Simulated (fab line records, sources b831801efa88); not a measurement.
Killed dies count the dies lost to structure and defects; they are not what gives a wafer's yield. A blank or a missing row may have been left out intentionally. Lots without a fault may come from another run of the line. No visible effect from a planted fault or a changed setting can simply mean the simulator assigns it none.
fab line records + flow gf180mcu
[record]
- lots = 13
- wafers = 39
- last_day = 34
route steps=602 shown V2@384 V4@501 MIM@508 V5@554
lots untouched by any fault: they come from a run of this same line in which no faults occurred
start_h: hours from the record's first day to the start of the lot's first wafer shown + wait_h: how many hours have passed since the lot's step before this one + " same as the row above + L1.1+2: several wafers, shown together as one row + - value missing, or start not given + * or withheld: withheld + < > ~ a bound
route shown NAME@n: NAME is a module with steps in the file, n the number in the route of the first one + usual: mean/standard deviation taken from wafers without a fault + same: alike in all rows + chamber/n: place in a boat + sites: readings site by site + _std_site: their standard deviation + _edge_site: inner sites' mean taken away from outer sites' mean + radius_mm: how far each site lies from the wafer's centre + mask NAME#n: copy n + behind: the most recent tool/chamber to have shaped the wafer + hold: reason for holding the lot/hours on hold/outcome of the hold + device: names the non-switching transistor (n, p or np) + end of line: at the end of the route, the tests of the same wafers + a step given without rows: its recipe and nothing more + killed: count of dies lost to structure and defects at first sort (not the wafer's yield) + map: a wafer's dies, marking killed ones x, the rest . and places with no die _
set.NAME: the setting the step ran with; set.NAME@STEP: the setting that earlier step ran with + model.NAME: the simulator's own value behind a step, which no gauge read
a sample of lots followed through the steps of the route, with each step as a table and each wafer as a row
services: when a tool's chamber went out of use (start_h, in hours from the record's first day, below 0 if earlier), for how many hours, and the reason
[[steps]]
[step GF_V2_CVD_02]
[recipe]
- material = SiO2
- target_thk_nm = 850
- precursor = TEOS
- temp_c = 400
- time_s = 94.851
- rf_w = 600
[usual]
- heater_power_outer_w = 404/77
- heater_power_w = 687/130
| lot.wafer | tool     | chamber | start_h | wait_h | heater_power_outer_w | heater_power_w |
|-----------|----------|---------|---------|--------|----------------------|----------------|
| L163.2    | pecvd-01 | 0       | 434.53  | 0.0    | 515                  | 924            |
| L163.5    | "        | 2       | "       | "      | 454                  | 756            |
| L163.6    | "        | 0       | "       | "      | 388                  | 755            |
| L164.1    | pecvd-04 | 1       | 444.04  | 0.1    | 476                  | 777            |
| L164.3    | "        | 2       | "       | "      | 383                  | 649            |
| L164.5    | "        | 0       | "       | "      | 259                  | 413            |
| L167.2    | pecvd-04 | 0       | 472.90  | 0.0    | 309                  | 494            |
| L167.3    | "        | 2       | "       | "      | 339                  | 601            |
| L167.5    | "        | 2       | "       | "      | 386                  | 649            |
| L170.1    | pecvd-02 | 1       | 501.18  | 0.1    | 244                  | 439            |
| L170.2    | "        | 0       | "       | "      | 401                  | 631            |
| L170.6    | "        | 1       | "       | "      | 280                  | 496            |
| L171.1    | pecvd-02 | 1       | 507.86  | 0.1    | 310                  | 537            |
| L171.2    | "        | 0       | "       | "      | 336                  | 534            |
| L171.5    | "        | 1       | "       | "      | 220                  | 428            |
| L172.1    | pecvd-01 | 2       | 515.35  | 0.1    | 507                  | 801            |
| L172.2    | "        | 0       | "       | "      | 474                  | 840            |
| L172.3    | "        | 1       | "       | "      | 405                  | 756            |
| L174.2    | pecvd-01 | 1       | 538.11  | 0.0    | 464                  | 843            |
| L174.3    | "        | 2       | "       | "      | 451                  | 734            |
| L174.5    | "        | 0       | "       | "      | 390                  | 724            |
| L175.1    | pecvd-02 | 0       | 542.87  | 0.1    | 393                  | 608            |
| L175.3    | "        | 2       | "       | "      | 389                  | 644            |
| L175.6    | "        | 0       | "       | "      | 410                  | 643            |
| L179.1    | pecvd-04 | 1       | 570.84  | 0.1    | 372                  | 662            |
| L179.2    | "        | 0       | "       | "      | 297                  | 472            |
| L179.4    | "        | 0       | "       | "      | 318                  | 512            |
| L181.3    | pecvd-04 | 2       | 591.53  | 0.0    | 434                  | 731            |
| L181.4    | "        | 1       | "       | "      | 437                  | 742            |
| L181.5    | "        | 0       | "       | "      | 309                  | 493            |
| L183.1    | pecvd-01 | 0       | 616.70  | 0.1    | 471                  | 828            |
| L183.5    | "        | 2       | "       | "      | 401                  | 657            |
| L183.6    | "        | 1       | "       | "      | 503                  | 884            |
| L185.1    | pecvd-04 | 1       | 618.36  | 0.1    | 429                  | 735            |
| L185.2    | "        | 2       | "       | "      | 391                  | 668            |
| L185.4    | "        | 2       | "       | "      | 427                  | 700            |
| L186.3    | pecvd-01 | 2       | 626.47  | 0.0    | 519                  | 836            |
| L186.4    | "        | 2       | "       | "      | 407                  | 664            |
| L186.6    | "        | 0       | "       | "      | 481                  | 848            |
[step GF_V4_THK_MEAS_25]
[recipe]
- thk_meas_gauge = xrf
- reads = W_of_V4_CVD_23
[usual]
- V4_W_THK = 358/5.9
| lot.wafer | tool          | chamber | start_h | wait_h | V4_W_THK[nm] |
|-----------|---------------|---------|---------|--------|--------------|
| L163.2    | film_metro-03 | -       | 560.26  | 0.1    | 370          |
| L163.5    | "             | -       | "       | "      | 364          |
| L163.6    | "             | -       | "       | "      | 369          |
| L164.1    | film_metro-03 | -       | 569.12  | 0.1    | 361          |
| L164.3    | "             | -       | "       | "      | 361          |
| L164.5    | "             | -       | "       | "      | 361          |
| L167.2    | film_metro-03 | -       | 595.13  | 0.1    | 360          |
| L167.3    | "             | -       | "       | "      | 358          |
| L167.5    | "             | -       | "       | "      | 359          |
| L170.1    | film_metro-04 | -       | 619.26  | 0.1    | 364          |
| L170.2    | "             | -       | "       | "      | 366          |
| L170.6    | "             | -       | "       | "      | 363          |
| L171.1    | film_metro-03 | -       | 624.84  | 0.1    | 357          |
| L171.2    | "             | -       | "       | "      | 354          |
| L171.5    | "             | -       | "       | "      | 353          |
| L172.1    | film_metro-02 | -       | 631.35  | 0.1    | 356          |
| L172.2    | "             | -       | "       | "      | 351          |
| L172.3    | "             | -       | "       | "      | 352          |
| L174.2    | film_metro-04 | -       | 650.47  | 0.1    | 358          |
| L174.3    | "             | -       | "       | "      | 357          |
| L174.5    | "             | -       | "       | "      | 363          |
| L175.1    | film_metro-04 | -       | 656.32  | 0.1    | 356          |
| L175.3    | "             | -       | "       | "      | 362          |
| L175.6    | "             | -       | "       | "      | 356          |
| L179.1    | film_metro-02 | -       | 679.09  | 0.1    | 348          |
| L179.2    | "             | -       | "       | "      | 350          |
| L179.4    | "             | -       | "       | "      | 349          |
| L181.3    | film_metro-03 | -       | 702.13  | 0.1    | 367          |
| L181.4    | "             | -       | "       | "      | 363          |
| L181.5    | "             | -       | "       | "      | 360          |
| L183.1    | film_metro-03 | -       | 720.16  | 0.1    | 355          |
| L183.5    | "             | -       | "       | "      | 353          |
| L183.6    | "             | -       | "       | "      | 354          |
| L185.1    | film_metro-04 | -       | 723.63  | 0.1    | 359          |
| L185.2    | "             | -       | "       | "      | 357          |
| L185.4    | "             | -       | "       | "      | 365          |
| L186.3    | film_metro-02 | -       | 729.44  | 0.1    | 353          |
| L186.4    | "             | -       | "       | "      | 360          |
| L186.6    | "             | -       | "       | "      | 352          |
[step GF_MIM_CVD_05]
[recipe]
- material = Si3N4
- target_thk_nm = 42
- temp_max_c = 400
- temp_c = 385
- time_s = 29.086
- rf_w = 450
[usual]
- heater_power_outer_w = 359/54
- heater_power_w = 605/90
| lot.wafer | tool     | chamber | start_h | wait_h | heater_power_outer_w | heater_power_w |
|-----------|----------|---------|---------|--------|----------------------|----------------|
| L163.2    | pecvd-04 | 1       | 560.84  | 0.0    | 407                  | 703            |
| L163.5    | "        | 1       | "       | "      | 405                  | 731            |
| L163.6    | "        | 0       | "       | "      | 321                  | 538            |
| L164.1    | pecvd-02 | 1       | 569.70  | 0.0    | 303                  | 530            |
| L164.3    | "        | 2       | "       | "      | 394                  | 633            |
| L164.5    | "        | 1       | "       | "      | 290                  | 526            |
| L167.2    | pecvd-03 | 1       | 595.70  | 0.0    | 370                  | 714            |
| L167.3    | "        | 0       | "       | "      | 426                  | 668            |
| L167.5    | "        | 0       | "       | "      | 407                  | 656            |
| L170.1    | pecvd-02 | 0       | 619.84  | 0.0    | 368                  | 565            |
| L170.2    | "        | 1       | "       | "      | 267                  | 467            |
| L170.6    | "        | 0       | "       | "      | 352                  | 568            |
| L171.1    | pecvd-04 | 0       | 625.43  | 0.0    | 329                  | 526            |
| L171.2    | "        | 2       | "       | "      | 363                  | 629            |
| L171.5    | "        | 1       | "       | "      | 465                  | 789            |
| L172.1    | pecvd-02 | 0       | 631.93  | 0.0    | 304                  | 486            |
| L172.2    | "        | 1       | "       | "      | 265                  | 465            |
| L172.3    | "        | 2       | "       | "      | 361                  | 580            |
| L174.2    | pecvd-04 | 2       | 651.04  | 0.0    | 348                  | 591            |
| L174.3    | "        | 0       | "       | "      | 315                  | 505            |
| L174.5    | "        | 1       | "       | "      | 368                  | 639            |
| L175.1    | pecvd-04 | 0       | 656.90  | 0.0    | 346                  | 536            |
| L175.3    | "        | 2       | "       | "      | 362                  | 627            |
| L175.6    | "        | 2       | "       | "      | 359                  | 619            |
| L179.1    | pecvd-04 | 2       | 679.67  | 0.0    | 430                  | 715            |
| L179.2    | "        | 0       | "       | "      | 315                  | 506            |
| L179.4    | "        | 0       | "       | "      | 315                  | 499            |
| L181.3    | pecvd-04 | 2       | 702.69  | 0.0    | 419                  | 673            |
| L181.4    | "        | 2       | "       | "      | 421                  | 701            |
| L181.5    | "        | 0       | "       | "      | 293                  | 477            |
| L183.1    | pecvd-02 | 2       | 720.74  | 0.0    | 291                  | 509            |
| L183.5    | "        | 1       | "       | "      | 244                  | 455            |
| L183.6    | "        | 0       | "       | "      | 340                  | 528            |
| L185.1    | pecvd-03 | 2       | 724.21  | 0.0    | 375                  | 606            |
| L185.2    | "        | 1       | "       | "      | 369                  | 692            |
| L185.4    | "        | 1       | "       | "      | 371                  | 723            |
| L186.3    | pecvd-03 | 0       | 730.00  | 0.0    | 399                  | 676            |
| L186.4    | "        | 1       | "       | "      | 310                  | 613            |
| L186.6    | "        | 0       | "       | "      | 392                  | 646            |
[step GF_MIM_THK_MEAS_06]
[recipe]
- reads = Si3N4_of_MIM_CVD_05
[usual]
- MIM_CVD_05_THK = 42.2/0.54
| lot.wafer | tool          | chamber | start_h | wait_h | MIM_CVD_05_THK[nm] |
|-----------|---------------|---------|---------|--------|--------------------|
| L163.2    | film_metro-02 | -       | 560.88  | 0.0    | 42.6               |
| L163.5    | "             | -       | "       | "      | 43.1               |
| L163.6    | "             | -       | "       | "      | 42.5               |
| L164.1    | film_metro-03 | -       | 569.73  | 0.0    | 42.5               |
| L164.3    | "             | -       | "       | "      | 41.6               |
| L164.5    | "             | -       | "       | "      | 43.2               |
| L167.2    | film_metro-02 | -       | 595.74  | 0.0    | 41.9               |
| L167.3    | "             | -       | "       | "      | 42.2               |
| L167.5    | "             | -       | "       | "      | 42.3               |
| L170.1    | film_metro-02 | -       | 619.87  | 0.0    | 41.9               |
| L170.2    | "             | -       | "       | "      | 41.4               |
| L170.6    | "             | -       | "       | "      | 42.2               |
| L171.1    | film_metro-01 | -       | 625.46  | 0.0    | 41.8               |
| L171.2    | "             | -       | "       | "      | 41.7               |
| L171.5    | "             | -       | "       | "      | 42.4               |
| L172.1    | film_metro-03 | -       | 631.96  | 0.0    | 42.0               |
| L172.2    | "             | -       | "       | "      | 42.4               |
| L172.3    | "             | -       | "       | "      | 42.1               |
| L174.2    | film_metro-03 | -       | 651.09  | 0.0    | 41.3               |
| L174.3    | "             | -       | "       | "      | 41.4               |
| L174.5    | "             | -       | "       | "      | 42.2               |
| L175.1    | film_metro-03 | -       | 656.94  | 0.0    | 41.5               |
| L175.3    | "             | -       | "       | "      | 41.7               |
| L175.6    | "             | -       | "       | "      | 42.2               |
| L179.1    | film_metro-02 | -       | 679.70  | 0.0    | 41.3               |
| L179.2    | "             | -       | "       | "      | 51.3               |
| L179.4    | "             | -       | "       | "      | 42.0               |
| L181.3    | film_metro-03 | -       | 702.75  | 0.0    | 51.3               |
| L181.4    | "             | -       | "       | "      | 42.1               |
| L181.5    | "             | -       | "       | "      | 42.5               |
| L183.1    | film_metro-01 | -       | 720.78  | 0.0    | 42.3               |
| L183.5    | "             | -       | "       | "      | 43.1               |
| L183.6    | "             | -       | "       | "      | 42.4               |
| L185.1    | film_metro-01 | -       | 724.25  | 0.0    | 41.6               |
| L185.2    | "             | -       | "       | "      | 42.4               |
| L185.4    | "             | -       | "       | "      | 42.3               |
| L186.3    | film_metro-02 | -       | 730.06  | 0.0    | 41.2               |
| L186.4    | "             | -       | "       | "      | 43.0               |
| L186.6    | "             | -       | "       | "      | 41.8               |
[step GF_V5_CD_MEAS_14]
[recipe]
- target_cd_nm = 260
[usual]
- cd_nm = 260.3/1.2
| lot.wafer | tool      | chamber | start_h | wait_h | cd_nm |
|-----------|-----------|---------|---------|--------|-------|
| L163.2    | cd_sem-02 | -       | 626.12  | 0.1    | 262.5 |
| L163.5    | "         | -       | "       | "      | 261.1 |
| L163.6    | "         | -       | "       | "      | 260.4 |
| L164.1    | cd_sem-02 | -       | 635.46  | 0.1    | 260.0 |
| L164.3    | "         | -       | "       | "      | 259.7 |
| L164.5    | "         | -       | "       | "      | 259.3 |
| L167.2    | cd_sem-01 | -       | 657.32  | 0.1    | 258.8 |
| L167.3    | "         | -       | "       | "      | 258.5 |
| L167.5    | "         | -       | "       | "      | 257.0 |
| L170.1    | cd_sem-02 | -       | 681.29  | 0.2    | 258.2 |
| L170.2    | "         | -       | "       | "      | 257.1 |
| L170.6    | "         | -       | "       | "      | 257.5 |
| L171.1    | cd_sem-01 | -       | 686.80  | 0.1    | 259.7 |
| L171.2    | "         | -       | "       | "      | 259.5 |
| L171.5    | "         | -       | "       | "      | 260.9 |
| L172.1    | cd_sem-02 | -       | 693.00  | 0.1    | 260.1 |
| L172.2    | "         | -       | "       | "      | 260.2 |
| L172.3    | "         | -       | "       | "      | 258.3 |
| L174.2    | cd_sem-02 | -       | 709.72  | 0.1    | 260.1 |
| L174.3    | "         | -       | "       | "      | 260.5 |
| L174.5    | "         | -       | "       | "      | 259.8 |
| L175.1    | cd_sem-01 | -       | 713.65  | 0.1    | 261.8 |
| L175.3    | "         | -       | "       | "      | 260.9 |
| L175.6    | "         | -       | "       | "      | 261.5 |
| L179.1    | cd_sem-01 | -       | 735.96  | 0.1    | 261.0 |
| L179.2    | "         | -       | "       | "      | 259.1 |
| L179.4    | "         | -       | "       | "      | 258.8 |
| L181.3    | cd_sem-01 | -       | 756.09  | 0.1    | 260.7 |
| L181.4    | "         | -       | "       | "      | 261.1 |
| L181.5    | "         | -       | "       | "      | 261.3 |
| L183.1    | cd_sem-02 | -       | 773.65  | 0.1    | 259.9 |
| L183.5    | "         | -       | "       | "      | 260.5 |
| L183.6    | "         | -       | "       | "      | 260.4 |
| L185.1    | cd_sem-01 | -       | 775.20  | 0.1    | 261.2 |
| L185.2    | "         | -       | "       | "      | 262.3 |
| L185.4    | "         | -       | "       | "      | 261.7 |
| L186.3    | cd_sem-01 | -       | 780.65  | 0.1    | 260.0 |
| L186.4    | "         | -       | "       | "      | 259.2 |
| L186.6    | "         | -       | "       | "      | 259.7 |
[[services]]
| tool     | chamber | start_h | hours | kind       |
|----------|---------|---------|-------|------------|
| pecvd-04 | -       | 416.55  | 1.2   | repair     |
| pecvd-01 | 2       | 418.86  | 6.2   | repair     |
| pecvd-04 | -       | 436.37  | 2.8   | pm         |
| pecvd-01 | 0       | 440.73  | 10.4  | repair     |
| pecvd-02 | -       | 446.30  | 6.4   | repair     |
| pecvd-04 | 1       | 463.51  | 4.8   | repair     |
| pecvd-03 | -       | 483.32  | 4.3   | repair     |
| pecvd-02 | 1       | 489.70  | 9.2   | repair     |
| pecvd-01 | -       | 496.10  | 0.5   | repair     |
| pecvd-03 | 2       | 519.62  | 2.4   | repair     |
| pecvd-01 | -       | 542.79  | 1.4   | repair     |
| pecvd-02 | -       | 548.04  | 4.3   | pm         |
| pecvd-04 | -       | 553.88  | 1.3   | repair     |
| pecvd-04 | -       | 573.34  | 5.5   | pm         |
| pecvd-02 | -       | 591.12  | 14.0  | pm         |
| pecvd-02 | 0       | 591.12  | 14.0  | vent_cycle |
| pecvd-02 | 1       | 591.12  | 14.0  | vent_cycle |
| pecvd-02 | 2       | 591.12  | 14.0  | vent_cycle |
| pecvd-01 | -       | 602.31  | 1.0   | repair     |
| pecvd-02 | 0       | 605.12  | -     | clean      |
| pecvd-02 | -       | 633.36  | 14.6  | pm         |
| pecvd-03 | -       | 656.68  | 0.9   | repair     |
| pecvd-03 | 0       | 691.07  | 6.6   | repair     |
| pecvd-04 | 2       | 703.30  | 6.0   | repair     |
[[key]]
[first_sign]
- step = GF_MIM_THK_MEAS_06
- reading = MIM_CVD_05_THK
- direction = up
- sigmas = 17
- usual = 42.2
- struck = 51.3
effect none on later readings
met_at GF_MIM_CVD_05
struck_lots L179,L181
struck_wafers L179.2,L181.3
not_acting_at GF_V2_CVD_02,GF_V4_THK_MEAS_25,GF_V5_CD_MEAS_14
onset_between 656.90 679.67
[fault]
- kind = process_parameter_drift
- tool = pecvd-04
- chamber = -
- onset_h = 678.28
- steps = GF_MIM_CVD_05
- channel = target_thk_nm
- offset = 10.134
- shape = step
- end_h = 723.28
- scope = struck_wafers_only
- acts_in = these_recipes_only
- stated = 42
